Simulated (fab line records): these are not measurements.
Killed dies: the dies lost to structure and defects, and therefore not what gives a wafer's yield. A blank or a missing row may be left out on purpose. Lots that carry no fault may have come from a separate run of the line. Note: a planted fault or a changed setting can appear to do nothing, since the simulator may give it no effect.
fab line records || flow sfq-line || part 2 of 2: steps 26 to 34 of 34
record: {"lots": 5, "wafers": 15, "last-day": 91}
route steps=325 shown I1@81 M2@88 I2@103
lots untouched by any fault: they come from a run of this same line in which no faults occurred
start-h: start of the lot's first displayed wafer, in hours after the record's first day || wait-h: hours elapsed since this lot's preceding step || " the same as in the row above || L1.1+2: one row covering several wafers at once || - either no value or no given start || * or withheld: withheld || < > ~ a bound
route shown NAME@n: NAME is a module with steps in the file, n the number in the route of the first one || usual: average and standard deviation across the fault-free wafers || same: alike in all rows || chamber/n: place in a boat || sites: the reading at each site || _std_site: how widely they spread, as a standard deviation || _edge_site: the outer-site mean with the inner-site mean subtracted || radius-mm: for every site, how far away it sits from the centre of the wafer || mask NAME#n: copy n || behind: tool/chamber where the wafer was last shaped || hold: what put the lot on hold/how long, in hours/how the hold closed || device: transistor that didn't switch, given as n, p or np || end of line: at the end of the route, the tests of the same wafers || where a step has no rows: the recipe by itself || killed: count of dies lost to structure and defects at first sort (not the wafer's yield) || map: dies across one wafer; x = killed, . = not, _ = none there
set.NAME: the setting as run; set.NAME@STEP: as run at that earlier step || model.NAME: the simulator's own value behind a step, which no gauge read
lots at selected steps of the route; one table per step, one row per wafer
services: when a tool's chamber went out of use (start-h, in hours from the record's first day, below 0 if earlier), for how many hours, and the reason
== steps ==
step: SFQ_TRILAYER_I2_VIA_LITHO_COAT_072
recipe: {"resist": "BARC", "spin-rpm": 3000, "resist-thk-nm": 62}
usual: {"resist-line-temp-C": "22.99/0.11"}
{"lot.wafer": "L083.1", "tool": "litho-track-01", "chamber": 0, "start-h": 817.84, "wait-h": 1.0, "resist-line-temp-C": 22.83}
{"lot.wafer": "L083.4", "tool": "litho-track-01", "chamber": 0, "start-h": 817.84, "wait-h": 1.0, "resist-line-temp-C": 22.85}
{"lot.wafer": "L083.6", "tool": "litho-track-01", "chamber": 0, "start-h": 817.84, "wait-h": 1.0, "resist-line-temp-C": 22.84}
{"lot.wafer": "L089.1", "tool": "litho-track-03", "chamber": 0, "start-h": 902.31, "wait-h": 1.0, "resist-line-temp-C": 22.94}
{"lot.wafer": "L089.4", "tool": "litho-track-03", "chamber": 0, "start-h": 902.31, "wait-h": 1.0, "resist-line-temp-C": 23.01}
{"lot.wafer": "L089.6", "tool": "litho-track-03", "chamber": 0, "start-h": 902.31, "wait-h": 1.0, "resist-line-temp-C": 22.96}
{"lot.wafer": "L091.2", "tool": "litho-track-04", "chamber": 0, "start-h": 914.36, "wait-h": 0.8, "resist-line-temp-C": 23.12}
{"lot.wafer": "L091.3", "tool": "litho-track-04", "chamber": 0, "start-h": 914.36, "wait-h": 0.8, "resist-line-temp-C": 22.98}
{"lot.wafer": "L091.5", "tool": "litho-track-04", "chamber": 0, "start-h": 914.36, "wait-h": 0.8, "resist-line-temp-C": 23.05}
{"lot.wafer": "L092.3", "tool": "litho-track-03", "chamber": 0, "start-h": 917.02, "wait-h": 0.7, "resist-line-temp-C": 22.95}
{"lot.wafer": "L092.5", "tool": "litho-track-03", "chamber": 0, "start-h": 917.02, "wait-h": 0.7, "resist-line-temp-C": 23.15}
{"lot.wafer": "L092.6", "tool": "litho-track-03", "chamber": 0, "start-h": 917.02, "wait-h": 0.7, "resist-line-temp-C": 23.03}
{"lot.wafer": "L097.1", "tool": "litho-track-04", "chamber": 0, "start-h": 977.88, "wait-h": 1.0, "resist-line-temp-C": 22.87}
{"lot.wafer": "L097.4", "tool": "litho-track-04", "chamber": 0, "start-h": 977.88, "wait-h": 1.0, "resist-line-temp-C": 22.98}
{"lot.wafer": "L097.6", "tool": "litho-track-04", "chamber": 0, "start-h": 977.88, "wait-h": 1.0, "resist-line-temp-C": 22.91}
step: SFQ_TRILAYER_I2_VIA_LITHO_COAT_067
recipe: {"resist": "KrF", "spin-rpm": 2975, "resist-thk-nm": 650}
usual: {"resist-line-temp-C": "23.03/0.11"}
{"lot.wafer": "L083.1", "tool": "litho-track-01", "chamber": 0, "start-h": 818.14, "wait-h": 0.2, "resist-line-temp-C": 23.06}
{"lot.wafer": "L083.4", "tool": "litho-track-01", "chamber": 0, "start-h": 818.14, "wait-h": 0.2, "resist-line-temp-C": 23.08}
{"lot.wafer": "L083.6", "tool": "litho-track-01", "chamber": 0, "start-h": 818.14, "wait-h": 0.2, "resist-line-temp-C": 23.04}
{"lot.wafer": "L089.1", "tool": "litho-track-03", "chamber": 0, "start-h": 902.61, "wait-h": 0.2, "resist-line-temp-C": 23.24}
{"lot.wafer": "L089.4", "tool": "litho-track-03", "chamber": 0, "start-h": 902.61, "wait-h": 0.2, "resist-line-temp-C": 23.15}
{"lot.wafer": "L089.6", "tool": "litho-track-03", "chamber": 0, "start-h": 902.61, "wait-h": 0.2, "resist-line-temp-C": 23.34}
{"lot.wafer": "L091.2", "tool": "litho-track-04", "chamber": 0, "start-h": 914.66, "wait-h": 0.2, "resist-line-temp-C": 22.88}
{"lot.wafer": "L091.3", "tool": "litho-track-04", "chamber": 0, "start-h": 914.66, "wait-h": 0.2, "resist-line-temp-C": 22.86}
{"lot.wafer": "L091.5", "tool": "litho-track-04", "chamber": 0, "start-h": 914.66, "wait-h": 0.2, "resist-line-temp-C": 22.85}
{"lot.wafer": "L092.3", "tool": "litho-track-03", "chamber": 0, "start-h": 917.32, "wait-h": 0.2, "resist-line-temp-C": 23.00}
{"lot.wafer": "L092.5", "tool": "litho-track-03", "chamber": 0, "start-h": 917.32, "wait-h": 0.2, "resist-line-temp-C": 23.15}
{"lot.wafer": "L092.6", "tool": "litho-track-03", "chamber": 0, "start-h": 917.32, "wait-h": 0.2, "resist-line-temp-C": 23.01}
{"lot.wafer": "L097.1", "tool": "litho-track-04", "chamber": 0, "start-h": 978.18, "wait-h": 0.2, "resist-line-temp-C": 23.00}
{"lot.wafer": "L097.4", "tool": "litho-track-04", "chamber": 0, "start-h": 978.18, "wait-h": 0.2, "resist-line-temp-C": 23.14}
{"lot.wafer": "L097.6", "tool": "litho-track-04", "chamber": 0, "start-h": 978.18, "wait-h": 0.2, "resist-line-temp-C": 23.09}
step: SFQ_TRILAYER_I2_VIA_LITHO_SOFTBAKE_071
recipe: {"temp-c": "withheld", "time-s": "withheld", "resist": "KrF"}
usual: {"resist-line-temp-C": "*"}
{"lot.wafer": "L083.1", "tool": "litho-track-01", "chamber": 0, "start-h": 818.44, "wait-h": 0.2, "resist-line-temp-C": "*"}
{"lot.wafer": "L083.4", "tool": "litho-track-01", "chamber": 0, "start-h": 818.44, "wait-h": 0.2, "resist-line-temp-C": "*"}
{"lot.wafer": "L083.6", "tool": "litho-track-01", "chamber": 0, "start-h": 818.44, "wait-h": 0.2, "resist-line-temp-C": "*"}
{"lot.wafer": "L089.1", "tool": "litho-track-03", "chamber": 0, "start-h": 902.91, "wait-h": 0.2, "resist-line-temp-C": "*"}
{"lot.wafer": "L089.4", "tool": "litho-track-03", "chamber": 0, "start-h": 902.91, "wait-h": 0.2, "resist-line-temp-C": "*"}
{"lot.wafer": "L089.6", "tool": "litho-track-03", "chamber": 0, "start-h": 902.91, "wait-h": 0.2, "resist-line-temp-C": "*"}
{"lot.wafer": "L091.2", "tool": "litho-track-04", "chamber": 0, "start-h": 914.94, "wait-h": 0.2, "resist-line-temp-C": "*"}
{"lot.wafer": "L091.3", "tool": "litho-track-04", "chamber": 0, "start-h": 914.94, "wait-h": 0.2, "resist-line-temp-C": "*"}
{"lot.wafer": "L091.5", "tool": "litho-track-04", "chamber": 0, "start-h": 914.94, "wait-h": 0.2, "resist-line-temp-C": "*"}
{"lot.wafer": "L092.3", "tool": "litho-track-03", "chamber": 0, "start-h": 917.57, "wait-h": 0.2, "resist-line-temp-C": "*"}
{"lot.wafer": "L092.5", "tool": "litho-track-03", "chamber": 0, "start-h": 917.57, "wait-h": 0.2, "resist-line-temp-C": "*"}
{"lot.wafer": "L092.6", "tool": "litho-track-03", "chamber": 0, "start-h": 917.57, "wait-h": 0.2, "resist-line-temp-C": "*"}
{"lot.wafer": "L097.1", "tool": "litho-track-04", "chamber": 0, "start-h": 978.48, "wait-h": 0.2, "resist-line-temp-C": "*"}
{"lot.wafer": "L097.4", "tool": "litho-track-04", "chamber": 0, "start-h": 978.48, "wait-h": 0.2, "resist-line-temp-C": "*"}
{"lot.wafer": "L097.6", "tool": "litho-track-04", "chamber": 0, "start-h": 978.48, "wait-h": 0.2, "resist-line-temp-C": "*"}
step: SFQ_TRILAYER_I2_VIA_LITHO_EXPOSE_068
recipe: {"mask-id": "I2", "na": 0.6, "source-shape": "conventional", "sigma-outer": 0.65, "target-cd-nm": 500, "dose-mj": 21.3}
same: {"na": 0.6}
{"lot.wafer": "L083.1+4+6", "tool": "krf-scanner-02", "chamber": 0, "start-h": 948.06, "wait-h": "-", "mask": "I2#0"}
{"lot.wafer": "L089.1+4+6", "tool": "krf-scanner-02", "chamber": 0, "start-h": 1029.65, "wait-h": "-", "mask": "I2#0"}
{"lot.wafer": "L091.2+3+5", "tool": "krf-scanner-02", "chamber": 0, "start-h": 1044.25, "wait-h": "-", "mask": "I2#0"}
{"lot.wafer": "L092.3+5+6", "tool": "krf-scanner-02", "chamber": 0, "start-h": 1045.65, "wait-h": "-", "mask": "I2#0"}
{"lot.wafer": "L097.1+4+6", "tool": "krf-scanner-02", "chamber": 0, "start-h": 1102.68, "wait-h": "-", "mask": "I2#0"}
step: SFQ_TRILAYER_I2_VIA_LITHO_PEB_070
recipe: {"peb-temp-c": 115, "peb-time-s": 60, "resist": "KrF"}
usual: {"heater-power-total-W": "79.15/0.063", "resist-line-temp-C": "22.98/0.099"}
{"lot.wafer": "L083.1", "tool": "litho-track-03", "chamber": 0, "start-h": 949.26, "wait-h": 1.0, "heater-power-total-W": 79.17, "resist-line-temp-C": 22.97}
{"lot.wafer": "L083.4", "tool": "litho-track-03", "chamber": 0, "start-h": 949.26, "wait-h": 1.0, "heater-power-total-W": 79.11, "resist-line-temp-C": 22.98}
{"lot.wafer": "L083.6", "tool": "litho-track-03", "chamber": 0, "start-h": 949.26, "wait-h": 1.0, "heater-power-total-W": 79.25, "resist-line-temp-C": 23.06}
{"lot.wafer": "L089.1", "tool": "litho-track-01", "chamber": 0, "start-h": 1030.85, "wait-h": 1.0, "heater-power-total-W": 79.23, "resist-line-temp-C": 22.88}
{"lot.wafer": "L089.4", "tool": "litho-track-01", "chamber": 0, "start-h": 1030.85, "wait-h": 1.0, "heater-power-total-W": 79.13, "resist-line-temp-C": 22.95}
{"lot.wafer": "L089.6", "tool": "litho-track-01", "chamber": 0, "start-h": 1030.85, "wait-h": 1.0, "heater-power-total-W": 79.21, "resist-line-temp-C": 22.99}
{"lot.wafer": "L091.2", "tool": "litho-track-04", "chamber": 0, "start-h": 1045.27, "wait-h": 0.8, "heater-power-total-W": 79.19, "resist-line-temp-C": 22.97}
{"lot.wafer": "L091.3", "tool": "litho-track-04", "chamber": 0, "start-h": 1045.27, "wait-h": 0.8, "heater-power-total-W": 79.20, "resist-line-temp-C": 22.85}
{"lot.wafer": "L091.5", "tool": "litho-track-04", "chamber": 0, "start-h": 1045.27, "wait-h": 0.8, "heater-power-total-W": 79.18, "resist-line-temp-C": 22.88}
{"lot.wafer": "L092.3", "tool": "litho-track-03", "chamber": 0, "start-h": 1046.50, "wait-h": 0.7, "heater-power-total-W": 79.15, "resist-line-temp-C": 23.11}
{"lot.wafer": "L092.5", "tool": "litho-track-03", "chamber": 0, "start-h": 1046.50, "wait-h": 0.7, "heater-power-total-W": 79.22, "resist-line-temp-C": 23.19}
{"lot.wafer": "L092.6", "tool": "litho-track-03", "chamber": 0, "start-h": 1046.50, "wait-h": 0.7, "heater-power-total-W": 79.15, "resist-line-temp-C": 23.09}
{"lot.wafer": "L097.1", "tool": "litho-track-03", "chamber": 0, "start-h": 1103.88, "wait-h": 1.0, "heater-power-total-W": 79.05, "resist-line-temp-C": 22.97}
{"lot.wafer": "L097.4", "tool": "litho-track-03", "chamber": 0, "start-h": 1103.88, "wait-h": 1.0, "heater-power-total-W": 79.16, "resist-line-temp-C": 22.91}
{"lot.wafer": "L097.6", "tool": "litho-track-03", "chamber": 0, "start-h": 1103.88, "wait-h": 1.0, "heater-power-total-W": 79.12, "resist-line-temp-C": 22.89}
step: SFQ_TRILAYER_I2_VIA_LITHO_DEVELOP_069
recipe: {"time-s": 60, "resist": "KrF"}
usual: {"resist-line-temp-C": "23.01/0.11"}
{"lot.wafer": "L083.1", "tool": "litho-track-03", "chamber": 0, "start-h": 949.41, "wait-h": 0.1, "resist-line-temp-C": 22.88}
{"lot.wafer": "L083.4", "tool": "litho-track-03", "chamber": 0, "start-h": 949.41, "wait-h": 0.1, "resist-line-temp-C": 22.80}
{"lot.wafer": "L083.6", "tool": "litho-track-03", "chamber": 0, "start-h": 949.41, "wait-h": 0.1, "resist-line-temp-C": 22.91}
{"lot.wafer": "L089.1", "tool": "litho-track-01", "chamber": 0, "start-h": 1031.00, "wait-h": 0.1, "resist-line-temp-C": 23.02}
{"lot.wafer": "L089.4", "tool": "litho-track-01", "chamber": 0, "start-h": 1031.00, "wait-h": 0.1, "resist-line-temp-C": 22.95}
{"lot.wafer": "L089.6", "tool": "litho-track-01", "chamber": 0, "start-h": 1031.00, "wait-h": 0.1, "resist-line-temp-C": 22.99}
{"lot.wafer": "L091.2", "tool": "litho-track-04", "chamber": 0, "start-h": 1045.42, "wait-h": 0.1, "resist-line-temp-C": 23.07}
{"lot.wafer": "L091.3", "tool": "litho-track-04", "chamber": 0, "start-h": 1045.42, "wait-h": 0.1, "resist-line-temp-C": 23.12}
{"lot.wafer": "L091.5", "tool": "litho-track-04", "chamber": 0, "start-h": 1045.42, "wait-h": 0.1, "resist-line-temp-C": 22.87}
{"lot.wafer": "L092.3", "tool": "litho-track-03", "chamber": 0, "start-h": 1046.65, "wait-h": 0.1, "resist-line-temp-C": 22.80}
{"lot.wafer": "L092.5", "tool": "litho-track-03", "chamber": 0, "start-h": 1046.65, "wait-h": 0.1, "resist-line-temp-C": 22.82}
{"lot.wafer": "L092.6", "tool": "litho-track-03", "chamber": 0, "start-h": 1046.65, "wait-h": 0.1, "resist-line-temp-C": 22.93}
{"lot.wafer": "L097.1", "tool": "litho-track-03", "chamber": 0, "start-h": 1104.03, "wait-h": 0.1, "resist-line-temp-C": 22.94}
{"lot.wafer": "L097.4", "tool": "litho-track-03", "chamber": 0, "start-h": 1104.03, "wait-h": 0.1, "resist-line-temp-C": 23.01}
{"lot.wafer": "L097.6", "tool": "litho-track-03", "chamber": 0, "start-h": 1104.03, "wait-h": 0.1, "resist-line-temp-C": 23.06}
step: SFQ_I2_OVL_MEAS_918
usual: {"I2_OVL": "3/5.4"}
{"lot.wafer": "L083.1", "tool": "overlay-01", "chamber": "-", "start-h": 949.56, "wait-h": 0.1, "I2_OVL[nm]": -2}
{"lot.wafer": "L083.4", "tool": "overlay-01", "chamber": "-", "start-h": 949.56, "wait-h": 0.1, "I2_OVL[nm]": -1}
{"lot.wafer": "L083.6", "tool": "overlay-01", "chamber": "-", "start-h": 949.56, "wait-h": 0.1, "I2_OVL[nm]": -5}
{"lot.wafer": "L089.1", "tool": "overlay-02", "chamber": "-", "start-h": 1031.15, "wait-h": 0.1, "I2_OVL[nm]": -2}
{"lot.wafer": "L089.4", "tool": "overlay-02", "chamber": "-", "start-h": 1031.15, "wait-h": 0.1, "I2_OVL[nm]": 7}
{"lot.wafer": "L089.6", "tool": "overlay-02", "chamber": "-", "start-h": 1031.15, "wait-h": 0.1, "I2_OVL[nm]": 7}
{"lot.wafer": "L091.2", "tool": "overlay-01", "chamber": "-", "start-h": 1045.56, "wait-h": 0.1, "I2_OVL[nm]": 7}
{"lot.wafer": "L091.3", "tool": "overlay-01", "chamber": "-", "start-h": 1045.56, "wait-h": 0.1, "I2_OVL[nm]": 6}
{"lot.wafer": "L091.5", "tool": "overlay-01", "chamber": "-", "start-h": 1045.56, "wait-h": 0.1, "I2_OVL[nm]": 6}
{"lot.wafer": "L092.3", "tool": "overlay-01", "chamber": "-", "start-h": 1046.76, "wait-h": 0.1, "I2_OVL[nm]": 10}
{"lot.wafer": "L092.5", "tool": "overlay-01", "chamber": "-", "start-h": 1046.76, "wait-h": 0.1, "I2_OVL[nm]": 0}
{"lot.wafer": "L092.6", "tool": "overlay-01", "chamber": "-", "start-h": 1046.76, "wait-h": 0.1, "I2_OVL[nm]": 13}
{"lot.wafer": "L097.1", "tool": "overlay-02", "chamber": "-", "start-h": 1104.18, "wait-h": 0.1, "I2_OVL[nm]": 7}
{"lot.wafer": "L097.4", "tool": "overlay-02", "chamber": "-", "start-h": 1104.18, "wait-h": 0.1, "I2_OVL[nm]": 4}
{"lot.wafer": "L097.6", "tool": "overlay-02", "chamber": "-", "start-h": 1104.18, "wait-h": 0.1, "I2_OVL[nm]": 0}
step: SFQ_TRILAYER_I2_VIA_BARC_OPEN_VIA_ETCH_096
recipe: {"mask-material": "PR", "chemistry": "O2", "target-depth-nm": 125, "target": "BARC", "source-w": 500, "bias-w": 80, "pressure-mtorr": 30, "time-s": 41.7}
usual: {"drypump-motor-current-A": "5.9/0.53", "oes-product-au": "0.686/0.0045"}
{"lot.wafer": "L083.1", "tool": "rie-diel-01", "chamber": 0, "start-h": 949.60, "wait-h": 0.0, "drypump-motor-current-A": 6.0, "oes-product-au": 0.686, "rf-hours-counter-h": 7}
{"lot.wafer": "L083.4", "tool": "rie-diel-01", "chamber": 3, "start-h": 949.60, "wait-h": 0.0, "drypump-motor-current-A": 6.2, "oes-product-au": 0.682, "rf-hours-counter-h": 7}
{"lot.wafer": "L083.6", "tool": "rie-diel-01", "chamber": 0, "start-h": 949.60, "wait-h": 0.0, "drypump-motor-current-A": 6.0, "oes-product-au": 0.683, "rf-hours-counter-h": "-"}
{"lot.wafer": "L089.1", "tool": "rie-diel-04", "chamber": 1, "start-h": 1031.19, "wait-h": 0.0, "drypump-motor-current-A": 4.7, "oes-product-au": 0.690, "rf-hours-counter-h": 4}
{"lot.wafer": "L089.4", "tool": "rie-diel-04", "chamber": 3, "start-h": 1031.19, "wait-h": 0.0, "drypump-motor-current-A": 6.1, "oes-product-au": 0.680, "rf-hours-counter-h": 5}
{"lot.wafer": "L089.6", "tool": "rie-diel-04", "chamber": 3, "start-h": 1031.19, "wait-h": 0.0, "drypump-motor-current-A": 6.1, "oes-product-au": 0.690, "rf-hours-counter-h": "-"}
{"lot.wafer": "L091.2", "tool": "rie-diel-04", "chamber": 1, "start-h": 1045.59, "wait-h": 0.0, "drypump-motor-current-A": 4.7, "oes-product-au": 0.684, "rf-hours-counter-h": 4}
{"lot.wafer": "L091.3", "tool": "rie-diel-04", "chamber": 0, "start-h": 1045.59, "wait-h": 0.0, "drypump-motor-current-A": 5.7, "oes-product-au": 0.684, "rf-hours-counter-h": 18}
{"lot.wafer": "L091.5", "tool": "rie-diel-04", "chamber": 0, "start-h": 1045.59, "wait-h": 0.0, "drypump-motor-current-A": 5.7, "oes-product-au": 0.692, "rf-hours-counter-h": "-"}
{"lot.wafer": "L092.3", "tool": "rie-diel-02", "chamber": 3, "start-h": 1046.79, "wait-h": 0.0, "drypump-motor-current-A": 6.1, "oes-product-au": 0.691, "rf-hours-counter-h": 14}
{"lot.wafer": "L092.5", "tool": "rie-diel-02", "chamber": 0, "start-h": 1046.79, "wait-h": 0.0, "drypump-motor-current-A": 5.9, "oes-product-au": 0.684, "rf-hours-counter-h": "-"}
{"lot.wafer": "L092.6", "tool": "rie-diel-02", "chamber": 3, "start-h": 1046.79, "wait-h": 0.0, "drypump-motor-current-A": 6.1, "oes-product-au": 0.693, "rf-hours-counter-h": "-"}
{"lot.wafer": "L097.1", "tool": "rie-diel-01", "chamber": 1, "start-h": 1104.22, "wait-h": 0.0, "drypump-motor-current-A": 6.0, "oes-product-au": 0.683, "rf-hours-counter-h": 4}
{"lot.wafer": "L097.4", "tool": "rie-diel-01", "chamber": 2, "start-h": 1104.22, "wait-h": 0.0, "drypump-motor-current-A": 6.4, "oes-product-au": 0.685, "rf-hours-counter-h": 10}
{"lot.wafer": "L097.6", "tool": "rie-diel-01", "chamber": 3, "start-h": 1104.22, "wait-h": 0.0, "drypump-motor-current-A": 6.2, "oes-product-au": 0.676, "rf-hours-counter-h": "-"}
step: SFQ_TRILAYER_I2_VIA_ETCH_VIA_ETCH_070
recipe: {"target": "SiO2", "stop-on": "Nb", "mask-material": "PR", "taper-deg": 20, "chemistry": "CHF3", "target-depth-nm": 260, "source-w": 491.4, "bias-w": 80, "pressure-mtorr": 30, "time-s": "withheld"}
usual: {"drypump-motor-current-A": "5.9/0.53", "oes-product-au": "0.856/0.0054"}
{"lot.wafer": "L083.1", "tool": "rie-diel-01", "chamber": 0, "start-h": 949.64, "wait-h": 0.0, "drypump-motor-current-A": 6.0, "oes-product-au": 0.857}
{"lot.wafer": "L083.4", "tool": "rie-diel-01", "chamber": 3, "start-h": 949.64, "wait-h": 0.0, "drypump-motor-current-A": 6.2, "oes-product-au": 0.851}
{"lot.wafer": "L083.6", "tool": "rie-diel-01", "chamber": 0, "start-h": 949.64, "wait-h": 0.0, "drypump-motor-current-A": 6.0, "oes-product-au": 0.857}
{"lot.wafer": "L089.1", "tool": "rie-diel-04", "chamber": 1, "start-h": 1031.22, "wait-h": 0.0, "drypump-motor-current-A": 4.7, "oes-product-au": 0.852}
{"lot.wafer": "L089.4", "tool": "rie-diel-04", "chamber": 3, "start-h": 1031.22, "wait-h": 0.0, "drypump-motor-current-A": 6.1, "oes-product-au": 0.852}
{"lot.wafer": "L089.6", "tool": "rie-diel-04", "chamber": 3, "start-h": 1031.22, "wait-h": 0.0, "drypump-motor-current-A": 6.1, "oes-product-au": 0.854}
{"lot.wafer": "L091.2", "tool": "rie-diel-04", "chamber": 1, "start-h": 1045.62, "wait-h": 0.0, "drypump-motor-current-A": 4.7, "oes-product-au": 0.844}
{"lot.wafer": "L091.3", "tool": "rie-diel-04", "chamber": 0, "start-h": 1045.62, "wait-h": 0.0, "drypump-motor-current-A": 5.7, "oes-product-au": 0.858}
{"lot.wafer": "L091.5", "tool": "rie-diel-04", "chamber": 0, "start-h": 1045.62, "wait-h": 0.0, "drypump-motor-current-A": 5.7, "oes-product-au": 0.859}
{"lot.wafer": "L092.3", "tool": "rie-diel-02", "chamber": 3, "start-h": 1046.82, "wait-h": 0.0, "drypump-motor-current-A": 6.2, "oes-product-au": 0.865}
{"lot.wafer": "L092.5", "tool": "rie-diel-02", "chamber": 0, "start-h": 1046.82, "wait-h": 0.0, "drypump-motor-current-A": 6.0, "oes-product-au": 0.866}
{"lot.wafer": "L092.6", "tool": "rie-diel-02", "chamber": 3, "start-h": 1046.82, "wait-h": 0.0, "drypump-motor-current-A": 6.2, "oes-product-au": 0.855}
{"lot.wafer": "L097.1", "tool": "rie-diel-01", "chamber": 1, "start-h": 1104.26, "wait-h": 0.0, "drypump-motor-current-A": 6.0, "oes-product-au": 0.865}
{"lot.wafer": "L097.4", "tool": "rie-diel-01", "chamber": 2, "start-h": 1104.26, "wait-h": 0.0, "drypump-motor-current-A": 6.4, "oes-product-au": 0.852}
{"lot.wafer": "L097.6", "tool": "rie-diel-01", "chamber": 3, "start-h": 1104.26, "wait-h": 0.0, "drypump-motor-current-A": 6.1, "oes-product-au": 0.849}
== services ==
{"tool": "rie-diel-04", "chamber": 1, "start-h": 641.79, "hours": 9.4, "kind": "repair"}
{"tool": "krf-scanner-02", "chamber": "-", "start-h": 661.61, "hours": 4.4, "kind": "pm"}
{"tool": "rie-metal-03", "chamber": 1, "start-h": 665.95, "hours": 3.0, "kind": "repair"}
{"tool": "rie-metal-04", "chamber": 0, "start-h": 667.27, "hours": 3.8, "kind": "repair"}
{"tool": "rie-metal-04", "chamber": "-", "start-h": 673.15, "hours": 1.4, "kind": "pm"}
{"tool": "rie-diel-04", "chamber": 0, "start-h": 699.71, "hours": 5.8, "kind": "repair"}
{"tool": "krf-scanner-02", "chamber": "-", "start-h": 720.78, "hours": 0.8, "kind": "pm"}
{"tool": "krf-scanner-02", "chamber": "-", "start-h": 776.96, "hours": 1.0, "kind": "pm"}
{"tool": "rie-diel-04", "chamber": 1, "start-h": 786.04, "hours": 30.3, "kind": "repair"}
{"tool": "krf-scanner-02", "chamber": "-", "start-h": 788.03, "hours": 1.3, "kind": "pm"}
{"tool": "rie-metal-04", "chamber": "-", "start-h": 789.94, "hours": 2.1, "kind": "repair"}
{"tool": "krf-scanner-02", "chamber": "-", "start-h": 865.80, "hours": 6.0, "kind": "pm"}
{"tool": "krf-scanner-02", "chamber": "-", "start-h": 881.40, "hours": 4.0, "kind": "pm"}
{"tool": "krf-scanner-02", "chamber": "-", "start-h": 889.02, "hours": 0.8, "kind": "pm"}
{"tool": "rie-metal-04", "chamber": "-", "start-h": 922.10, "hours": 1.0, "kind": "repair"}
{"tool": "rie-diel-04", "chamber": "-", "start-h": 940.59, "hours": 2.8, "kind": "pm"}
{"tool": "krf-scanner-02", "chamber": "-", "start-h": 949.26, "hours": 1.0, "kind": "pm"}
{"tool": "krf-scanner-02", "chamber": "-", "start-h": 963.93, "hours": 1.3, "kind": "pm"}
{"tool": "rie-diel-04", "chamber": 2, "start-h": 979.66, "hours": 3.5, "kind": "repair"}
{"tool": "rie-metal-03", "chamber": "-", "start-h": 1006.74, "hours": 2.8, "kind": "pm"}
{"tool": "rie-metal-04", "chamber": "-", "start-h": 1019.55, "hours": 0.8, "kind": "repair"}
{"tool": "rie-metal-04", "chamber": 1, "start-h": 1024.05, "hours": 4.6, "kind": "repair"}
{"tool": "rie-diel-04", "chamber": 1, "start-h": 1063.68, "hours": 14.9, "kind": "repair"}
{"tool": "rie-diel-04", "chamber": "-", "start-h": 1078.22, "hours": 1.0, "kind": "repair"}
